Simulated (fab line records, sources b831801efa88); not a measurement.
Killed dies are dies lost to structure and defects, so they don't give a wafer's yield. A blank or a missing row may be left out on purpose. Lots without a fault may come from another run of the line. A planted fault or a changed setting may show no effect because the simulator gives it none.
Which tool did it? | flow gf180mcu | 14 lots, 42 wafers sampled, at 4 steps of a route of 602

WHAT THE GAUGES READ, wafer by wafer
GF_TOP_METAL_THK_MEAS_06: measures by xrf. Usual: TOP_METAL_ALCU_THK 884 nm, standard deviation 11.
lot  | measured     | on            | TOP_METAL_ALCU_THK (nm) | flag
L773 | day 26 21:54 | film_metro-02 | 902 895 876             |
L774 | day 27 08:58 | film_metro-03 | 870 873 866             |
L775 | day 27 17:28 | film_metro-01 | 873 885 876             |
L776 | day 28 01:53 | film_metro-02 | 898 881 893             |
L777 | day 28 06:17 | film_metro-02 | 877 883 895             |
L778 | day 28 14:19 | film_metro-03 | 871 890 876             |
L783 | day 31 00:52 | film_metro-02 | 870 884 883             |
L785 | day 31 05:00 | film_metro-02 | 884 901 881             |
L784 | day 31 06:24 | film_metro-02 | 866 875 871             |
L790 | day 32 10:53 | film_metro-03 | 883 877 893             |
L792 | day 32 16:43 | film_metro-01 | 875 871 870             |
L794 | day 33 02:31 | film_metro-02 | 889 912 909             |
L795 | day 33 08:19 | film_metro-01 | 900 873 876             |
L796 | day 33 15:33 | film_metro-01 | 874 899 881             |

GF_TOP_METAL_CD_MEAS_14: target cd 440 nm. Usual: cd_nm 439.6 nm, standard deviation 2.6.
lot  | measured     | on        | cd_nm (nm)        | flag
L773 | day 27 17:49 | cd_sem-01 | 441.7 444.7 441.3 |
L774 | day 28 04:32 | cd_sem-01 | 447.4 445.6 446.4 |
L775 | day 28 12:34 | cd_sem-02 | 440.6 439.8 441.5 |
L776 | day 28 20:55 | cd_sem-02 | 441.3 443.5 442.6 |
L777 | day 29 01:22 | cd_sem-01 | 435.7 436.5 438.2 |
L778 | day 29 09:14 | cd_sem-01 | 437.1 438.8 438.9 |
L783 | day 31 18:22 | cd_sem-01 | 438.7 440.1 439.0 |
L785 | day 31 21:56 | cd_sem-02 | 437.2 439.2 437.9 |
L784 | day 31 23:40 | cd_sem-02 | 438.3 439.6 439.7 |
L790 | day 33 02:59 | cd_sem-01 | 438.3 437.0 438.1 |
L792 | day 33 08:23 | cd_sem-02 | 441.0 438.8 438.1 |
L794 | day 33 18:13 | cd_sem-01 | 440.6 442.0 440.5 |
L795 | day 33 23:26 | cd_sem-02 | 435.2 435.3 434.7 |
L796 | day 34 06:13 | cd_sem-01 | 438.7 439.1 437.4 |

WHICH TOOL RAN EACH LOT (tool, then ch and the chambers of the sampled wafers, then the start)
lot  | GF_CONTACT_CMP_04             | GF_TOP_METAL_SPUTTER_02
L773 | cmp-01 ch 1,3, day 14 21:30   | pvd_sputter-02, day 26 21:41
L774 | cmp-02 ch 0,2,3, day 15 09:04 | pvd_sputter-02, day 27 08:46
L775 | cmp-02 ch 0,1,2, day 15 16:59 | pvd_sputter-02, day 27 17:15
L776 | cmp-01 ch 0,1,2, day 16 00:53 | pvd_sputter-01, day 28 01:40
L777 | cmp-01 ch 0,2,3, day 16 09:35 | pvd_sputter-03, day 28 06:04
L778 | cmp-02 ch 0,1,3, day 16 16:02 | pvd_sputter-02, day 28 14:05
L783 | cmp-01 ch 2,3, day 19 16:50   | pvd_sputter-02, day 31 00:38
L785 | cmp-02 ch 0,1,3, day 19 21:56 | pvd_sputter-03, day 31 04:47
L784 | cmp-01 ch 0,1, day 20 01:41   | pvd_sputter-02, day 31 06:11
L790 | cmp-02 ch 1,2,3, day 21 14:50 | pvd_sputter-03, day 32 10:41
L792 | cmp-02 ch 0,2, day 21 22:02   | pvd_sputter-02, day 32 16:31
L794 | cmp-01 ch 0,3, day 22 12:53   | pvd_sputter-01, day 33 02:17
L795 | cmp-01 ch 1,2,3, day 22 19:56 | pvd_sputter-01, day 33 08:06
L796 | cmp-02 ch 2,3, day 23 05:20   | pvd_sputter-03, day 33 15:20
- GF_CONTACT_CMP_04: polishes SiO2.
- GF_TOP_METAL_SPUTTER_02: material AlCu, target thk 900 nm, time 47.82 s.

WHAT THE TOOLS THEMSELVES READ (means of the sampled wafers that have a number; where no wafer has one, the mark that the record gives instead)
GF_CONTACT_CMP_04. Usual: head_pressure_psi 4.000 psi, standard deviation 0.009; motor_current_A 13.1 A, standard deviation 1.3; retaining_ring_pressure_frac 0.999, standard deviation 0.0054; time_to_endpoint_s 112 s, standard deviation 6.9.
lot  | tool   | head_pressure_psi (psi) | motor_current_A (A) | retaining_ring_pressure_frac | time_to_endpoint_s (s) | flag
L773 | cmp-01 | 3.996                   | 13.5                | 0.996                        | 113                    |
L774 | cmp-02 | 4.002                   | 13.4                | 0.995                        | 109                    |
L775 | cmp-02 | 3.999                   | 12.0                | 1.001                        | 119                    |
L776 | cmp-01 | 4.001                   | 13.0                | 1.001                        | 114                    |
L777 | cmp-01 | 3.996                   | 12.9                | 0.999                        | 117                    |
L778 | cmp-02 | 4.001                   | 12.9                | 1.000                        | 112                    |
L783 | cmp-01 | 3.999                   | 14.1                | 0.996                        | 118                    |
L785 | cmp-02 | 4.001                   | 13.3                | 0.994                        | 112                    |
L784 | cmp-01 | 3.998                   | 12.1                | 0.998                        | 122                    |
L790 | cmp-02 | 4.004                   | 13.2                | 1.000                        | 108                    |
L792 | cmp-02 | 4.000                   | 12.7                | 1.005                        | 111                    |
L794 | cmp-01 | 4.004                   | 11.9                | 1.005                        | 118                    |
L795 | cmp-01 | 3.993                   | 13.3                | 1.004                        | 108                    |
L796 | cmp-02 | 4.006                   | 14.3                | 0.998                        | 106                    |

GF_TOP_METAL_SPUTTER_02. Usual: throttle_valve_pct 29.8 %, standard deviation 0.71.
lot  | tool           | throttle_valve_pct (%) | flag
L773 | pvd_sputter-02 | 29.3                   |
L774 | pvd_sputter-02 | 29.3                   |
L775 | pvd_sputter-02 | 29.4                   |
L776 | pvd_sputter-01 | 30.0                   |
L777 | pvd_sputter-03 | 29.9                   |
L778 | pvd_sputter-02 | 29.3                   |
L783 | pvd_sputter-02 | 29.3                   |
L785 | pvd_sputter-03 | 29.7                   |
L784 | pvd_sputter-02 | 29.2                   |
L790 | pvd_sputter-03 | 30.5                   |
L792 | pvd_sputter-02 | 29.2                   |
L794 | pvd_sputter-01 | 30.0                   |
L795 | pvd_sputter-01 | 30.1                   |
L796 | pvd_sputter-03 | 30.1                   |

THE ANSWER, worked out from the rows above alone
Rule: a lot is off if the mean of its wafers that have a number lies more than 3 standard deviations from the usual mean. A lot without any number at a reading at which 4 lots or more have one is off too. The other lots that the step has rows for count as sound. The gauges are gone through in route order, then the tools' own readings, and for those a lot's mean is taken as printed above. The first step at which some lot is off is used, and at that step the reading that is off furthest; a lot without a number counts as furthest.
No lot is off at any reading shown: from this, nothing can be told.

WHAT THE SIMULATOR HAD PUT IN
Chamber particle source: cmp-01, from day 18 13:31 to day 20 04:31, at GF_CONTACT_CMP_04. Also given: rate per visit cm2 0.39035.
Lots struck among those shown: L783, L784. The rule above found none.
